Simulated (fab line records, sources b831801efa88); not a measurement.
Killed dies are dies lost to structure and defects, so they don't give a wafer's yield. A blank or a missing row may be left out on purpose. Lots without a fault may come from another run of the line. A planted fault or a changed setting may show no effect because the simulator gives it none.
Problem report in the 8D (eight disciplines) form, filled by code | flow sky130 | the parts of the form that need people (team, actions taken, sign-off) are left out

1. THE PROBLEM
VIA2_HDPCVD_THK at SKY_VIA2_THK_MEAS_01 reads a mean of 1573 nm on 2 wafers of 1 lot; wafers without a fault read 1180 nm with a standard deviation of 12. That is +33 standard deviations from the usual mean.
First seen on wafer L158.4, day 42 21:12, on film_metro-01. The record holds 36 wafers of 12 lots with a number at this step. Rule for "out", or "out of limits": more than 4 standard deviations from the usual mean. The other wafers with a number count as sound.

2. WHAT IT IS AND WHAT IT IS NOT
question                    | is                | is not
which readings at this step | VIA2_HDPCVD_THK   | -
which lots                  | L158              | L136, L137, L139, L140, L142, L144, L145, L146, L147, L149, L154
which wafers of those lots  | L158.4, L158.5    | L158.6
read on which gauges        | film_metro-01     | film_metro-02, film_metro-04
when                        | from day 42 21:12 | up to then (34 sound wafers)

3. SUSPECTS, AND WHAT RULES EACH OUT
Counting: a tool at a process step up to the reading stays a suspect if it ran every lot that is out. Sound lots after the first of them don't rule it out here, since some wafers of a struck lot are sound.
- the gauge at SKY_VIA2_THK_MEAS_01: kept. All the wafers that are out were read on film_metro-01, and no step on other tools shows them out.
- hdpcvd-01 at SKY_VIA2_HDPCVD_00 (deposits SiO2, target thk 1180 nm, time 196.7 s): kept. It ran the lot that is out, L158 (day 42 21:07); its last sound lot up to then is L154 (day 41 13:24).
- Within hdpcvd-01 at SKY_VIA2_HDPCVD_00: the wafers that are out ran in chambers 0, 2; their sound lot-mates ran in chamber 1.
Left after counting: hdpcvd-01 at SKY_VIA2_HDPCVD_00, film_metro-01 at SKY_VIA2_THK_MEAS_01.

4. THE CAUSE (what the simulator had put in)
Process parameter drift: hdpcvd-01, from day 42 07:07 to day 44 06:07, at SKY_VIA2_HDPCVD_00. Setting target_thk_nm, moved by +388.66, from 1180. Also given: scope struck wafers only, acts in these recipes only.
Counting left 2 suspects, and this tool is among them.

5. THE CHAIN OF EFFECTS, in route order
Each row: a reading whose mean over the struck wafers that have a number lies more than 3 standard deviations from the usual. Only readings for which the record gives a usual standard deviation are gone through. hours: the time from each lot's start at the first step in this table that gives one to its start at this step, as a median over the lots. sigmas: the change in usual standard deviations.
hours | step                 | reading         | usual   | on struck wafers | change | sigmas
0     | SKY_VIA2_THK_MEAS_01 | VIA2_HDPCVD_THK | 1180 nm | 1573             | +393   | +33
Later measuring or inspecting steps at which every struck wafer that the step has a row for has a number for every such reading, and none has moved that far: SKY_CAPM_THK_MEAS_01.

6. WHAT WOULD HAVE CAUGHT IT SOONER
In this record the first reading out of limits at a measuring or inspecting step was taken at day 42 21:12, 14 hours after the fault began at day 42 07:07.
Of the tool readings at SKY_VIA2_HDPCVD_00 for which the record gives a usual standard deviation, none was out on any struck wafer, so an alarm limit of 4 standard deviations on them would not have fired.
All the lots that are out (1) had begun SKY_VIA2_HDPCVD_00 on hdpcvd-01 by day 42 21:12. A hold on the tool at that time would have spared none of them.
